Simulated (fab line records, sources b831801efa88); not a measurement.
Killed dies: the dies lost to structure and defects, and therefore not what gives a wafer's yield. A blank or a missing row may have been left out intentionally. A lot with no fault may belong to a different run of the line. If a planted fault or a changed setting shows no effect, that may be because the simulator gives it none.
Chamber matching    flow sfq_line    rie_diel-04 running SFQ_TRILAYER_I1_VIA_ETCH_VIA_ETCH_052: 4 sister chambers
The step etches SiO2 in CHF3, stops on Nb, target depth 260 nm. 14 wafers are shown with their chamber, then 7 later ones without.

== WAFERS PAIRED WITH THEIR CHAMBERS ==
wafer   chamber  oes_product_au (a.u.)  rf_fwd_power_W (W)
L676.2  0        0.854                  498.0
L676.4  1        0.855                  499.3
L676.5  2        0.861                  497.3
L677.3  3        0.857                  500.6
L677.5  2        0.851                  499.2
L677.6  3        0.852                  498.9
L679.4  0        0.850                  499.8
L679.5  3        0.850                  497.1
L679.6  2        0.853                  496.0
L682.2  1        0.855                  497.3
L682.4  3        0.851                  500.3
L682.6  1        0.855                  495.7
L690.1  2        0.864                  496.6
L690.2  3        0.855                  499.0

SIGNATURES, as means of the wafers listed above
reading         chamber 0  chamber 1  chamber 2  chamber 3  scatter within a chamber
oes_product_au  0.85200    0.85500    0.85725    0.85300    0.00398
rf_fwd_power_W  498.900    497.433    497.275    499.180    1.47
Rule: a wafer's distance from a chamber is the root of the sum, over the readings, of the square of ((its reading less the chamber's mean) divided by the reading's scatter). The wafer belongs to the nearest chamber; if the next one is less than 2 further off, it can't be placed. The scatter: take each reading less its chamber's mean, square it, sum over the shown wafers, divide by the number of wafers less the number of chambers, and take the root.

== WAFERS WITH NO CHAMBER GIVEN ==
wafer   oes_product_au (a.u.)  rf_fwd_power_W (W)
L690.5  0.855                  498.4
L698.1  0.857                  498.0
L698.5  0.865                  498.8
L698.6  0.866                  497.6
L699.2  0.857                  499.4
L699.3  0.856                  499.0
L699.5  0.856                  499.2

== WHICH CHAMBER EACH ONE RAN IN ==
wafer   from the rows above                in truth
L690.5  can't be placed: 1 or 3 or 0 or 2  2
L698.1  can't be placed: 2 or 1 or 3 or 0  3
L698.5  can't be placed: 2 or 1 or 3 or 0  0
L698.6  can't be placed: 2 or 1 or 3 or 0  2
L699.2  can't be placed: 3 or 0 or 1 or 2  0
L699.3  can't be placed: 3 or 0 or 1 or 2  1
L699.5  can't be placed: 3 or 0 or 1 or 2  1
Correct placement for 0 of the 7. Not placeable from these rows: 7 (in 7, the candidates include the true chamber). 0 placed wrongly.
